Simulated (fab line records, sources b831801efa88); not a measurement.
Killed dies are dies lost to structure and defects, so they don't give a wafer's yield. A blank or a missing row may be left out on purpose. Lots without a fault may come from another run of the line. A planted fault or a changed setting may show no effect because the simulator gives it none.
fab line records | flow sky130
record lots=6 wafers=18 last_day=50
route steps=708 shown SONOS_ONO@175 GATE_OXIDE@187 PAD_OPEN@708
lots that met no fault: from a run of the same line without faults
start_h: hours from the record's first day to the start of the lot's first wafer shown | wait_h: hours since the lot's step before | " the same as in the row above | L1.1+2: a row that stands for several wafers | - no value, or no start given | * or withheld: withheld | < > ~ a bound
route shown NAME@n: a module of which the file shows steps, and the number in the route of the first | usual: mean/standard deviation of fault-free wafers | same: alike in all rows | chamber/n: place in a boat | sites: the reading at each site | _std_site: their standard deviation | _edge_site: outer sites' mean less inner sites' | radius_mm: how far each site lies from the wafer's centre | mask NAME#n: copy n | behind: the tool/chamber that last shaped the wafer | hold: why the lot was held/for how many hours/how that ended | device: the transistor (n, p or np) that didn't switch | end of line: the same wafers' tests at the end of the route | a step without rows: its recipe alone | killed: dies lost to structure and defects at the first sort, not the wafer's yield | map: a wafer's dies, x killed, . not, _ none there
set.NAME: the setting as run; set.NAME@STEP: as run at that earlier step | model.NAME: the simulator's own value behind a step, which no gauge read
lots at some steps of the route; a table a step, a row a wafer
services: from which hour (start_h, from the record's first day; less than 0 if before it) a tool's chamber was out of use, for how many hours, and why
## steps
# step SKY_SONOS_ONO_HMDS_07
# recipe prime_time_s=60 prime_temp_c=120
# step SKY_SONOS_ONO_COAT_08
# recipe resist=NOVOLAK spin_rpm=3000 resist_thk_nm=1140
# step SKY_SONOS_ONO_SOFTBAKE_09
# recipe temp_c=90 time_s=60 resist=NOVOLAK
# step SKY_SONOS_ONO_EXPOSE_10
# recipe mask_id=ONOM target_cd_nm=410 na=0.6 source_shape=conventional sigma_outer=0.6 dose_mj=150
# step SKY_SONOS_ONO_PEB_11
# recipe temp_c=withheld time_s=* resist=NOVOLAK
# step SKY_SONOS_ONO_DEVELOP_12
# recipe develop_time_s=60 dev_temp_c=23
# step SKY_SONOS_ONO_CD_MEAS_13
# recipe target_cd_nm=410
# usual cd_nm=409.6/2.1
# columns lot.wafer tool chamber start_h wait_h cd_nm
L581.2 cd_sem-01 - 283.00 0.1 408.8
L581.3 " - " " 410.2
L581.4 " - " " 410.3
L588.1 cd_sem-01 - 337.73 0.1 407.7
L588.4 " - " " 405.7
L588.6 " - " " 406.6
L593.1 cd_sem-02 - 376.16 0.1 408.4
L593.3 " - " " 408.0
L593.6 " - " " 410.8
L594.2 cd_sem-02 - 381.22 0.1 408.6
L594.5 " - " " 409.9
L594.6 " - " " 409.6
L596.1 cd_sem-01 - 411.51 0.1 410.2
L596.2 " - " " 409.2
L596.4 " - " " 410.5
L603.1 cd_sem-02 - 461.40 0.1 405.6
L603.4 " - " " 408.2
L603.5 " - " " 408.0
# step SKY_SONOS_ONO_OVL_MEAS_14
# usual SONOS_ONO_OVL=-0.6/1.3
# columns lot.wafer tool chamber start_h wait_h SONOS_ONO_OVL[nm]
L581.2 overlay-01 - 283.11 0.1 -0.5
L581.3 " - " " 0.4
L581.4 " - " " 0.7
L588.1 overlay-01 - 337.85 0.1 0.8
L588.4 " - " " 0.5
L588.6 " - " " -0.8
L593.1 overlay-02 - 376.28 0.1 -1.7
L593.3 " - " " -0.4
L593.6 " - " " 0.4
L594.2 overlay-01 - 381.32 0.1 2.4
L594.5 " - " " 1.5
L594.6 " - " " 2.5
L596.1 overlay-02 - 411.63 0.1 -1.0
L596.2 " - " " -1.2
L596.4 " - " " -0.5
L603.1 overlay-02 - 461.52 0.1 -0.6
L603.4 " - " " 0.4
L603.5 " - " " -1.1
# step SKY_SONOS_ONO_ETCH_15
# recipe target_depth_nm=19.52 chemistry=CHF3/O2 source_w=600 bias_w=200 pressure_mtorr=40 chf3_flow_sccm=50 O2_flow_sccm=5 time_s=7.8
# usual drypump_motor_current_A=5.7/0.41 oes_product_au=1.001/0.012 throttle_valve_pct=8.825/0.01
# columns lot.wafer tool chamber start_h wait_h drypump_motor_current_A oes_product_au rf_hours_counter_h throttle_valve_pct
L581.2 rie_diel-04 0 283.14 0.0 5.7 0.992 5 8.824
L581.3 " 3 " " 5.7 1.007 1 8.844
L581.4 " 2 " " 5.7 1.008 - 8.815
L588.1 rie_diel-02 1 337.89 0.0 5.1 1.025 36 8.815
L588.4 " 2 " " 5.5 1.018 18 8.837
L588.6 " 1 " " 5.1 1.012 - 8.829
L593.1 rie_diel-02 2 376.32 0.0 5.6 1.017 18 8.818
L593.3 " 1 " " 5.1 1.013 37 8.821
L593.6 " 3 " " 6.5 1.003 - 8.822
L594.2 rie_diel-04 3 381.35 0.0 5.7 1.023 3 8.834
L594.5 " 2 " " 5.7 1.011 - 8.827
L594.6 " 1 " " 6.5 0.994 - 8.827
L596.1 rie_diel-04 1 411.67 0.0 6.5 0.990 68 8.818
L596.2 " 2 " " 5.8 1.004 1 8.828
L596.4 " 3 " " 5.7 1.017 3 8.843
L603.1 rie_diel-02 2 461.55 0.0 5.6 1.000 20 8.821
L603.4 " 1 " " 5.1 0.999 39 8.824
L603.5 " 0 " " 5.1 0.996 - 8.833
# step SKY_SONOS_ONO_WET_ETCH_16
# recipe chemistry=dHF target_depth_nm=14 dry=n2_spin target=SiO2 dilution=100:1 temp_c=25 time_s=276
# step SKY_SONOS_ONO_STRIP_17
# recipe chemistry=O2/N2 power_w=1400 pressure_mtorr=1500 platen_temp_c=withheld o2_flow_sccm=3000 n2_flow_sccm=300 overash_fraction=0.5
# usual drypump_motor_current_A=6.1/0.42 oes_product_au=0.711/0.0044 strip_time_to_endpoint_s=14.10/0.038
# columns lot.wafer tool chamber start_h wait_h drypump_motor_current_A oes_product_au rf_hours_counter_h strip_time_to_endpoint_s
L581.2 plasma_asher-01 0 283.24 0.0 5.4 0.714 60 14.09
L581.3 " 0 " " 5.4 0.716 - 14.12
L581.4 " 1 " " 6.2 0.712 - 14.13
L588.1 plasma_asher-02 1 338.08 0.0 6.2 0.704 52 14.05
L588.4 " 0 " " 6.3 0.707 - 13.98
L588.6 " 1 " " 6.2 0.704 - 14.03
L593.1 plasma_asher-03 1 376.43 0.0 6.8 0.706 67 14.14
L593.3 " 0 " " 5.7 0.711 - 14.09
L593.6 " 1 " " 6.8 0.706 - 14.09
L594.2 plasma_asher-01 1 381.47 0.0 6.3 0.708 70 14.09
L594.5 " 1 " " 6.3 0.718 - 14.12
L594.6 " 0 " " 5.4 0.707 - 14.12
L596.1 plasma_asher-01 0 411.78 0.0 5.5 0.711 74 14.08
L596.2 " 1 " " 6.3 0.713 74 14.09
L596.4 " 0 " " 5.4 0.705 - 14.15
L603.1 plasma_asher-03 1 461.67 0.0 6.8 0.703 4 14.10
L603.4 " 1 " " 6.8 0.711 - 14.12
L603.5 " 0 " " 5.7 0.705 - 14.17
# step SKY_SONOS_ONO_WET_ETCH_18
# recipe chemistry=H3PO4 target_depth_nm=15 target=Si3N4 temp_c=160 time_s=172
# step SKY_GATE_OXIDE_CLEAN_00
# recipe chemistry=SC1/SC2 mix=1:4:20 temp_c=70 time_s=150 dry=n2_spin
# usual run_length_s=178/3.5
# columns lot.wafer tool chamber start_h wait_h run_length_s model.SiO2_of_SONOS_ONO_CVD_04.thk_nm
L581.2 wet_bench-04 2 283.40 0.0 175 4.921
L581.3 " 2 " " 175 4.89
L581.4 " 2 " " 175 4.993
L588.1 wet_bench-03 3 338.24 0.0 186 4.661
L588.4 " 3 " " 186 4.731
L588.6 " 3 " " 186 4.709
L593.1 wet_bench-03 3 376.58 0.0 105 5.341
L593.3 " 3 " " 105 5.405
L593.6 " 3 " " 105 5.37
L594.2 wet_bench-03 1 381.63 0.0 110 5.158
L594.5 " 1 " " 110 5.038
L594.6 " 1 " " 110 4.986
L596.1 wet_bench-04 2 411.93 0.0 176 4.739
L596.2 " 2 " " 176 4.687
L596.4 " 2 " " 176 4.733
L603.1 wet_bench-01 2 461.82 0.0 176 4.863
L603.4 " 2 " " 176 4.9
L603.5 " 2 " " 176 4.938
# step SKY_GATE_OXIDE_OXIDATION_01
# recipe temp_c=900 ambient=O2 stabilise_s=600 purge_s=300 target_thk_a=102.68 ox_time_s=1473
# step SKY_GATE_OXIDE_THK_MEAS_02
# recipe reads=SiO2_of_GATE_OXIDE_OXIDATION_01
# usual GATE_OXIDE_OXIDATION_00_THK=10.28/0.21
# columns lot.wafer tool chamber start_h wait_h GATE_OXIDE_OXIDATION_00_THK[nm]
L581.2 film_metro-02 - 285.47 0.0 10.23
L581.3 " - " " 10.23
L581.4 " - " " 10.29
L588.1 film_metro-02 - 341.87 0.0 10.42
L588.4 " - " " 10.33
L588.6 " - " " 10.33
L593.1 film_metro-03 - 378.86 0.0 10.54
L593.3 " - " " 10.39
L593.6 " - " " 10.47
L594.2 film_metro-03 - 384.38 0.0 10.20
L594.5 " - " " 10.14
L594.6 " - " " 10.21
L596.1 film_metro-02 - 413.54 0.0 10.32
L596.2 " - " " 10.47
L596.4 " - " " 10.29
L603.1 film_metro-02 - 463.52 0.0 10.13
L603.4 " - " " 9.98
L603.5 " - " " 9.94
# step SKY_GATE_OXIDE_DEHYDRATE_03
# recipe temp_c=200 time_s=60
# step SKY_GATE_OXIDE_HMDS_04
# recipe prime_time_s=60 prime_temp_c=120
# step SKY_GATE_OXIDE_COAT_05
# recipe resist=NOVOLAK spin_rpm=3000 resist_thk_nm=1140
# step SKY_GATE_OXIDE_SOFTBAKE_06
# recipe temp_c=90 time_s=60 resist=NOVOLAK
# step SKY_GATE_OXIDE_EXPOSE_07
# recipe mask_id=LVOM na=0.6 source_shape=conventional sigma_outer=0.6 polarization=unpolarized target_cd_nm=600 dose_mj=170
# step SKY_GATE_OXIDE_PEB_08
# recipe temp_c=withheld time_s=* resist=NOVOLAK
# step SKY_GATE_OXIDE_DEVELOP_09
# recipe resist=NOVOLAK developer=TMAH develop_time_s=60 dev_temp_c=23
# step SKY_GATE_OXIDE_OVL_MEAS_10
# usual GATE_OXIDE_OVL=0.2/1.4
# columns lot.wafer tool chamber start_h wait_h GATE_OXIDE_OVL[nm]
L581.2 overlay-02 - 310.39 0.1 -1.0
L581.3 " - " " 0.9
L581.4 " - " " -0.8
L588.1 overlay-02 - 369.65 0.1 0.5
L588.4 " - " " 0.5
L588.6 " - " " -0.5
L593.1 overlay-01 - 407.60 0.1 1.3
L593.3 " - " " 0.4
L593.6 " - " " 0.4
L594.2 overlay-02 - 413.30 0.1 1.2
L594.5 " - " " 2.5
L594.6 " - " " 1.8
L596.1 overlay-01 - 444.00 0.1 0.9
L596.2 " - " " 1.7
L596.4 " - " " 1.9
L603.1 overlay-02 - 494.45 0.1 -0.7
L603.4 " - " " 0.3
L603.5 " - " " 0.1
# step SKY_GATE_OXIDE_IMPLANT_11
# recipe species=B energy_kev=10 dose_cm2=2.6e+12 tilt_deg=withheld
# step SKY_GATE_OXIDE_WET_ETCH_12
# recipe chemistry=dHF target_depth_nm=16.8 dry=n2_spin target=SiO2 dilution=100:1 temp_c=25 time_s=336
# step SKY_GATE_OXIDE_STRIP_13
# recipe chemistry=O2/N2 power_w=1400 pressure_mtorr=1500 platen_temp_c=withheld o2_flow_sccm=3000 n2_flow_sccm=300 overash_fraction=0.5
# usual drypump_motor_current_A=6.0/0.57 oes_product_au=0.715/0.0046 strip_time_to_endpoint_s=14.18/0.047
# columns lot.wafer tool chamber start_h wait_h drypump_motor_current_A oes_product_au rf_hours_counter_h strip_time_to_endpoint_s
L581.2 plasma_asher-03 1 310.67 0.0 6.8 0.720 61 14.23
L581.3 " 0 " " 5.8 0.706 - 14.20
L581.4 " 1 " " 6.8 0.714 - 14.23
L588.1 plasma_asher-02 0 369.95 0.0 6.3 0.704 55 14.25
L588.4 " 1 " " 6.2 0.717 - 14.23
L588.6 " 0 " " 6.3 0.718 - 14.22
L593.1 plasma_asher-03 1 407.92 0.0 6.8 0.713 70 14.25
L593.3 " 0 " " 5.7 0.716 - 14.29
L593.6 " 0 " " 5.7 0.715 - 14.25
L594.2 plasma_asher-03 1 413.59 0.0 6.8 0.717 70 14.20
L594.5 " 1 " " 6.8 0.720 - 14.25
L594.6 " 0 " " 5.8 0.708 - 14.21
L596.1 plasma_asher-03 0 444.28 0.0 5.8 0.720 2 14.18
L596.2 " 1 " " 6.8 0.718 2 14.17
L596.4 " 0 " " 5.8 0.715 - 14.15
L603.1 plasma_asher-03 1 494.73 0.0 6.8 0.719 8 14.19
L603.4 " 1 " " 6.8 0.714 - 14.17
L603.5 " 1 " " 6.8 0.715 - 14.12
# step SKY_GATE_OXIDE_TW_MEAS_14
# usual GATE_OXIDE_TW=225/3.2
# columns lot.wafer tool chamber start_h wait_h GATE_OXIDE_TW
L581.2 film_metro-02 - 310.78 0.1 224
L581.3 " - " " 223
L581.4 " - " " 223
L588.1 film_metro-02 - 370.05 0.1 224
L588.4 " - " " 225
L588.6 " - " " 226
L593.1 film_metro-03 - 408.04 0.1 228
L593.3 " - " " 230
L593.6 " - " " 229
L594.2 film_metro-01 - 413.70 0.1 223
L594.5 " - " " 222
L594.6 " - " " 221
L596.1 film_metro-03 - 444.38 0.1 229
L596.2 " - " " 229
L596.4 " - " " 230
L603.1 film_metro-02 - 494.83 0.1 224
L603.4 " - " " 225
L603.5 " - " " 223
# step SKY_GATE_OXIDE_CLEAN_15
# recipe chemistry=SC1/SC2 mix=1:4:20 temp_c=70 time_s=150 dry=n2_spin
# usual run_length_s=178/3.7
# columns lot.wafer tool chamber start_h wait_h run_length_s model.SiO2_of_SONOS_ONO_CVD_04.thk_nm
L581.2 wet_bench-01 1 310.83 0.0 174 4.236
L581.3 " 1 " " 174 4.206
L581.4 " 1 " " 174 4.309
L588.1 wet_bench-03 1 370.11 0.1 183 3.973
L588.4 " 1 " " 183 4.044
L588.6 " 1 " " 183 4.022
L593.1 wet_bench-04 0 408.10 0.1 176 4.674
L593.3 " 0 " " 176 4.736
L593.6 " 0 " " 176 4.704
L594.2 wet_bench-03 0 413.75 0.0 177 4.477
L594.5 " 0 " " 177 4.36
L594.6 " 0 " " 177 4.307
L596.1 wet_bench-01 0 444.44 0.1 181 4.064
L596.2 " 0 " " 181 4.011
L596.4 " 0 " " 181 4.06
L603.1 wet_bench-01 2 494.89 0.1 177 4.181
L603.4 " 2 " " 177 4.222
L603.5 " 2 " " 177 4.258
# step SKY_GATE_OXIDE_OXIDATION_16
# recipe temp_c=800 ambient=O2 idle_temp_c=700 ramp_up_c_per_min=10 ramp_down_c_per_min=3 stabilise_s=600 purge_s=300 target_thk_a=35.7 ox_time_s=1915
# step SKY_PAD_OPEN_PROBE_99
# usual killed_at_M0_to_M3=44/7.4 killed_at_M4_up=3.2/1.8 killed_at_contacts=25/5.2 killed_at_front_end=15/4.5 killed_at_other=0.2/0.43 killed_dies=87/9.6 killed_open=48/7.6 killed_short=40/5.7
# same gross_dies=492 killed_at_back_side=0
# columns lot.wafer tool chamber start_h wait_h killed_at_M0_to_M3 killed_at_M4_up killed_at_contacts killed_at_front_end killed_at_other killed_dies killed_open killed_short model.etest.cap_thick_oxide.gate_bv_v model.etest.cap_ono.gate_log10_a_cm2 model.etest.cap_ono.tox_acc_nm model.etest.sonos_programmed.vt_v model.etest.sonos_erased.vt_v model.etest.sonos_baked.vt_v
L581.2 prober-01 - 1077.28 0.1 40 6 15 21 0 82 46 36 15.76 -8.01 12.96 1.41 -2.299 0.8856
L581.3 prober-01 - 1077.33 0.2 41 3 24 15 1 84 43 41 15.27 -8.087 13.03 1.428 -2.257 0.8896
L581.4 prober-01 - 1077.38 0.2 55 6 21 11 0 93 59 34 16.17 -8.134 13.06 1.344 -2.192 0.8514
L588.1 prober-02 - 1118.74 0.1 52 0 27 16 0 95 52 43 15.82 -7.795 12.71 1.473 -2.355 1.015
L588.4 prober-02 - 1118.89 0.2 46 1 30 19 0 96 51 45 15.6 -7.798 12.82 1.477 -2.324 0.9921
L588.6 prober-02 - 1118.99 0.2 44 2 25 15 0 86 51 35 15.69 -7.836 12.76 1.5 -2.317 0.9878
L593.1 prober-01 - 1146.71 0.1 46 4 16 12 0 78 43 35 15.53 -8.362 13.18 1.227 -2.139 0.7865
L593.3 prober-01 - 1146.81 0.2 35 9 27 22 0 93 49 44 15.47 -8.54 13.28 1.167 -2.071 0.7198
L593.6 prober-01 - 1146.96 0.2 44 3 14 14 0 75 35 40 15.66 -8.356 13.27 1.257 -2.161 0.7343
L594.2 prober-02 - 1149.57 0.1 52 1 25 24 2 104 58 46 15.26 -8.452 13.24 1.306 -2.129 0.8058
L594.5 prober-02 - 1149.72 0.2 45 2 23 19 0 89 46 43 14.75 -8.351 13.21 1.318 -2.137 0.8453
L594.6 prober-02 - 1149.77 0.2 47 3 32 18 0 100 59 41 15.19 -8.216 13.12 1.378 -2.195 0.8809
L596.1 prober-02 - 1169.28 0.1 38 5 28 11 1 83 48 35 15.78 -7.949 12.91 1.536 -2.279 1.042
L596.2 prober-02 - 1169.33 0.1 42 3 24 21 1 91 52 39 15.51 -7.92 12.84 1.5 -2.261 1.015
L596.4 prober-02 - 1169.43 0.2 39 4 30 12 0 85 50 35 15.59 -8.012 12.95 1.428 -2.212 0.9828
L603.1 prober-01 - 1194.23 0.1 33 3 19 14 0 69 32 37 15.31 -7.938 12.87 1.429 -2.263 0.9757
L603.4 prober-01 - 1194.38 0.2 44 2 27 20 1 94 50 44 15.82 -8.02 13.02 1.431 -2.22 0.9464
L603.5 prober-01 - 1194.43 0.2 42 3 18 21 0 84 45 39 15.37 -8 12.96 1.473 -2.26 0.9749
# killed by level:class
L581.2 VIA1:geometric_particle:open=9 VIA2:geometric_particle:open=8 LI_CONTACT:geometric_particle:open=6 METAL1:geometric_particle:short=6 POLY_GATE:geometric_particle:open=5 CONTACT:geometric_particle:open=4 POLY_GATE:geometric_particle:short=4 METAL2:geometric_particle:short=4
L581.3 CONTACT:geometric_particle:open=9 VIA2:geometric_particle:open=8 VIA1:geometric_particle:open=7 METAL2:geometric_particle:short=6 FIELD_ISO:geometric_particle:open=5 VIA3:geometric_particle:open=5 CONTACT:geometric_particle:short=5 FIELD_ISO:geometric_particle:short=4
L581.4 VIA1:geometric_particle:open=13 VIA3:geometric_particle:open=11 VIA2:geometric_particle:open=9 LI_CONTACT:geometric_particle:open=7 CONTACT:geometric_particle:open=7 VIA1:geometric_particle:short=6 POLY_GATE:geometric_particle:short=4 METAL3:geometric_particle:short=4
L588.1 VIA1:geometric_particle:open=20 METAL1:geometric_particle:short=9 LI_CONTACT:geometric_particle:open=8 METAL2:geometric_particle:short=7 LOCAL_INTERCONNECT:geometric_particle:short=6 FIELD_ISO:geometric_particle:short=5 CONTACT:geometric_particle:short=5 CONTACT:geometric_particle:open=5
L588.4 VIA1:geometric_particle:open=13 CONTACT:geometric_particle:open=9 LI_CONTACT:geometric_particle:open=8 METAL2:geometric_particle:short=8 FIELD_ISO:geometric_particle:open=6 POLY_GATE:geometric_particle:short=5 VIA2:geometric_particle:open=5 LOCAL_INTERCONNECT:geometric_particle:short=5
L588.6 CONTACT:geometric_particle:open=12 VIA1:geometric_particle:open=9 VIA2:geometric_particle:open=9 LI_CONTACT:geometric_particle:open=7 POLY_GATE:geometric_particle:open=6 METAL1:geometric_particle:short=6 METAL2:geometric_particle:short=5 VIA3:geometric_particle:short=5
L593.1 VIA1:geometric_particle:open=15 CONTACT:geometric_particle:open=9 METAL2:geometric_particle:short=8 METAL1:geometric_particle:short=7 VIA3:geometric_particle:open=6 POLY_GATE:geometric_particle:short=5 FIELD_ISO:geometric_particle:open=3 VIA2:geometric_particle:open=3
L593.3 CONTACT:geometric_particle:open=12 VIA1:geometric_particle:open=10 POLY_GATE:geometric_particle:open=9 METAL2:geometric_particle:short=9 LI_CONTACT:geometric_particle:open=8 METAL4:geometric_particle:short=7 FIELD_ISO:geometric_particle:short=4 CONTACT:geometric_particle:short=4
L593.6 VIA1:geometric_particle:open=11 METAL2:geometric_particle:short=8 CONTACT:geometric_particle:open=5 VIA3:geometric_particle:short=5 VIA3:geometric_particle:open=4 METAL1:geometric_particle:short=4 VIA1:geometric_particle:short=4 SPACER:geometric_particle:open=3
L594.2 VIA1:geometric_particle:open=15 CONTACT:geometric_particle:open=12 FIELD_ISO:geometric_particle:open=7 VIA1:geometric_particle:short=7 LI_CONTACT:geometric_particle:open=6 FIELD_ISO:geometric_particle:short=5 POLY_GATE:geometric_particle:open=5 METAL1:geometric_particle:short=5
L594.5 VIA1:geometric_particle:open=14 FIELD_ISO:geometric_particle:short=9 CONTACT:geometric_particle:open=9 METAL2:geometric_particle:short=6 LI_CONTACT:geometric_particle:open=5 VIA2:geometric_particle:open=5 FIELD_ISO:geometric_particle:open=4 METAL1:geometric_particle:short=4
L594.6 VIA1:geometric_particle:open=13 LI_CONTACT:geometric_particle:open=11 CONTACT:geometric_particle:open=10 FIELD_ISO:geometric_particle:short=6 VIA3:geometric_particle:open=6 METAL1:geometric_particle:short=5 VIA1:geometric_particle:short=4 VIA2:geometric_particle:open=4
L596.1 LI_CONTACT:geometric_particle:open=10 VIA1:geometric_particle:open=8 VIA2:geometric_particle:open=8 VIA3:geometric_particle:open=7 CONTACT:geometric_particle:open=6 VIA3:geometric_particle:short=4 LI_CONTACT:geometric_particle:short=4 METAL2:geometric_particle:short=4
L596.2 CONTACT:geometric_particle:open=9 VIA1:geometric_particle:open=9 LI_CONTACT:geometric_particle:open=8 VIA3:geometric_particle:open=7 VIA2:geometric_particle:open=6 FIELD_ISO:geometric_particle:short=5 POLY_GATE:geometric_particle:open=5 METAL2:geometric_particle:short=5
L596.4 CONTACT:geometric_particle:open=14 METAL1:geometric_particle:short=7 VIA2:geometric_particle:open=7 VIA3:geometric_particle:open=7 LI_CONTACT:geometric_particle:open=6 CONTACT:geometric_particle:short=6 VIA1:geometric_particle:open=5 METAL2:geometric_particle:short=4
L603.1 METAL1:geometric_particle:short=8 CONTACT:geometric_particle:open=7 FIELD_ISO:geometric_particle:short=5 VIA1:geometric_particle:open=5 VIA2:geometric_particle:open=5 VIA3:geometric_particle:open=5 LI_CONTACT:geometric_particle:open=4 POLY_GATE:geometric_particle:short=3
L603.4 CONTACT:geometric_particle:open=10 VIA1:geometric_particle:open=9 FIELD_ISO:geometric_particle:short=8 FIELD_ISO:geometric_particle:open=7 METAL3:geometric_particle:short=7 LI_CONTACT:geometric_particle:open=6 CONTACT:geometric_particle:short=6 VIA2:geometric_particle:open=6
L603.5 POLY_GATE:geometric_particle:open=9 VIA1:geometric_particle:short=7 VIA1:geometric_particle:open=7 METAL1:geometric_particle:short=6 METAL2:geometric_particle:short=6 LOCAL_INTERCONNECT:geometric_particle:short=5 LI_CONTACT:geometric_particle:open=4 VIA3:geometric_particle:open=4
## services
# columns tool chamber start_h hours kind
plasma_asher-01 - 261.90 2.4 repair
rie_diel-04 3 262.08 5.5 repair
plasma_asher-03 - 269.32 1.4 repair
plasma_asher-02 - 272.30 10.8 repair
rie_diel-04 1 276.82 18.4 repair
plasma_asher-03 - 314.18 2.8 pm
rie_diel-04 - 319.53 2.8 pm
rie_diel-04 2 323.63 16.6 repair
rie_diel-04 1 325.44 4.7 repair
rie_diel-02 0 332.10 1.6 repair
rie_diel-04 1 333.34 1.4 repair
rie_diel-02 3 343.39 12.2 repair
rie_diel-04 3 345.24 5.5 repair
wet_bench-03 - 371.67 0.9 repair
plasma_asher-02 - 378.95 1.7 repair
rie_diel-02 1 384.22 17.6 repair
plasma_asher-03 - 386.08 3.9 repair
rie_diel-04 2 394.00 3.2 repair
rie_diel-04 1 396.01 8.5 repair
plasma_asher-01 - 414.34 14.6 pm
plasma_asher-03 - 421.25 9.0 pm
plasma_asher-03 0 421.25 9.0 vent_cycle
plasma_asher-02 - 439.47 21.2 repair
plasma_asher-01 - 453.33 28.1 pm
## key
first_sign step=SKY_GATE_OXIDE_CLEAN_00 reading=run_length_s direction=down sigmas=20 usual=* struck=*
effect none on later readings
model_effect step=SKY_GATE_OXIDE_CLEAN_00 value=SiO2_of_SONOS_ONO_CVD_04.thk_nm without=4.888 struck=5.216
model_effect step=SKY_GATE_OXIDE_CLEAN_15 value=SiO2_of_SONOS_ONO_CVD_04.thk_nm without=4.215 struck=4.543
model_effect step=SKY_PAD_OPEN_PROBE_99 value=etest.cap_thick_oxide.gate_bv_v without=15.79 struck=15.31
met_at SKY_GATE_OXIDE_CLEAN_00
struck_wafers L593.1,L593.3,L593.6,L594.2,L594.5,L594.6
tester_left_out L593,L594
loop_trim step=SKY_SONOS_ONO_EXPOSE_10 setting=dose lots=L593,L594
onset_between 338.24 376.58
fault kind=process_parameter_drift tool=wet_bench-03 chamber=- onset_h=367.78 steps=SKY_GATE_OXIDE_CLEAN_00 channel=time_s offset=* shape=step end_h=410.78 acts_in=* stated=*
# tester_left_out: of these lots the tester's yield and bins aren't shown, on N5 and GAA mostly nor the transistor test; their killed dies are dies lost to structure and defects alone, not to doping, threshold or leakage, so they don't give the yield
# loop_trim: a control loop set the setting to another value than it would have without faults
